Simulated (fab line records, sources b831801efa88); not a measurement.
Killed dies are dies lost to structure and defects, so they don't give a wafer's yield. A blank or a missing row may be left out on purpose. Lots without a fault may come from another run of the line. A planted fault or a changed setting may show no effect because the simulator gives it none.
A struck lot beside a sound one | flow gf180mcu | 15 steps out of a route of 602
Sound: wafers L519.1, L519.4, L519.6. Struck: wafers L528.1, L528.2, L528.5. The cause comes at the end.
At each step with rows: each side's tool, then ch and its chambers, then its first start. Under that, the readings that differ: sound wafers | struck wafers | difference of the means | sigmas: that difference in standard deviations of wafers without a fault.
alike: readings whose means differ by less than 2 such deviations, and words and numbers that are the same on both sides. not compared: withheld readings, readings that some wafer has no value for, bounds like >300 that may hide the same value, and numbers for which the record gives no deviation and whose values overlap.
The two part at a step that has a row with sigmas, a row that says differs or no value, or rows on one side only. Numbers that don't overlap but have no deviation are shown without sigmas and don't part them. A reading that every wafer of one side lacks parts them only if that side has two wafers or more.

GF_V1_BOW_MEAS_05:
  sound on film_metro-04, day 18 08:52; struck on film_metro-03, day 21 22:49
  alike: V1_BOW
then, 8 steps without rows for these wafers: GF_V1_DEHYDRATE_06 (time 60 s); GF_V1_HMDS_07 (prime time 60 s); GF_V1_COAT_08; GF_V1_COAT_09 (resist thk 981.3 nm); GF_V1_SOFTBAKE_10 (time 60 s); GF_V1_EXPOSE_11 (exposes mask Via1, target cd 260 nm); GF_V1_PEB_12 (peb time 90 s); GF_V1_DEVELOP_13 (develop time 60 s).
GF_V1_CD_MEAS_14: target cd 260 nm.
  sound on cd_sem-02, day 19 09:28; struck on cd_sem-02, day 22 22:04
  alike: cd_nm
GF_V1_OVL_MEAS_15:
  sound on overlay-02, day 19 09:35; struck on overlay-01, day 22 22:11
  alike: V1_OVL
GF_V1_ETCH_16: etches BARC in N2/H2.
  sound on rie_diel-01 ch 1,3, day 19 09:38; struck on rie_diel-03 ch 1,2, day 22 22:14
  alike: bias_w, chamber_pressure_mTorr, drypump_motor_current_A, oes_product_au, throttle_valve_pct
GF_V1_ETCH_17: etches SiO2 in C4F8/O2/Ar, stops on TiN, target depth 630 nm.
  sound on rie_diel-01 ch 1,3, day 19 09:00; struck on rie_diel-03 ch 1,2, day 22 22:00
  no value came back on the struck wafers for bias_w (W), chamber_pressure_mTorr (mTorr), oes_product_au (a.u.); on the sound wafers bias_w (W) reads 1199 1200 1202
GF_V1_STRIP_18: strips in O2/N2.
  sound on plasma_asher-02 ch 0,1, day 19 09:46; struck on plasma_asher-04 ch 0,1, day 22 22:22
  reading               | sound             | struck            | difference | sigmas
  oes_product_au (a.u.) | 0.588 0.583 0.583 | 0.665 0.656 0.653 | +0.073     | +17
  alike: drypump_motor_current_A, heater_power_w
  not compared: rf_hours_counter_h
then, 1 step without rows for these wafers: GF_V1_STRIP_19 (strips in post etch residue remover, time 1200 s).

WHERE THEY PART
First at GF_V1_ETCH_17; last, within this record, at GF_V1_STRIP_18.

WHY: what the simulator had put in
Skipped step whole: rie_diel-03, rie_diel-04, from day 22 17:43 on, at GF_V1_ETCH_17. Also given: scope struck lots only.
